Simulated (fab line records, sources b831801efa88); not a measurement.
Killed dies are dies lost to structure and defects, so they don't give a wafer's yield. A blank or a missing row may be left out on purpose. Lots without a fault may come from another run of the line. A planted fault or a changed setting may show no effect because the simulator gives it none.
Chamber matching | flow sky130 | SKY_VIA4_CMP_02 on cmp-02: 4 sister chambers
The step polishes SiO2. 7 wafers are shown with their chamber, then 7 later ones without.

WAFERS WITH THEIR CHAMBER
wafer  | chamber | motor_current_A (A)
L188.2 | 3       | 13.2
L188.6 | 2       | 11.7
L198.1 | 1       | 11.3
L198.5 | 0       | 12.0
L198.6 | 3       | 14.0
L202.1 | 0       | 12.6
L202.2 | 1       | 11.1

WAFERS WITHOUT THEIR CHAMBER
wafer  | motor_current_A (A)
L202.4 | 13.5
L203.1 | 11.3
L203.2 | 12.5
L203.6 | 12.8
L204.1 | 13.6
L204.4 | 11.5
L204.6 | 13.6

WHICH CHAMBER EACH WENT THROUGH
wafer  | from the rows above          | in truth
L202.4 | 3                            | 3
L203.1 | can't be placed: 1 or 2      | 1
L203.2 | can't be placed: 0 or 2      | 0
L203.6 | can't be placed: 0 or 3 or 2 | 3
L204.1 | 3                            | 3
L204.4 | can't be placed: 2 or 1 or 0 | 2
L204.6 | 3                            | 3
Placed correctly: 3 of 7. Can't be placed from these rows: 4 (the true chamber is among the candidates in 4). Placed wrongly: 0.
How it was worked out, from the rows above alone: a wafer's distance from a chamber is the root of the sum, over the readings, of the square of ((its reading less the chamber's mean) divided by the reading's scatter). The wafer belongs to the nearest chamber; if the next one is less than 2 further off, it can't be placed. A chamber's mean is the mean of its shown wafers. The scatter: the root of (the sum of the squares of (reading less its chamber's mean) over the shown wafers, divided by (wafers less chambers)).
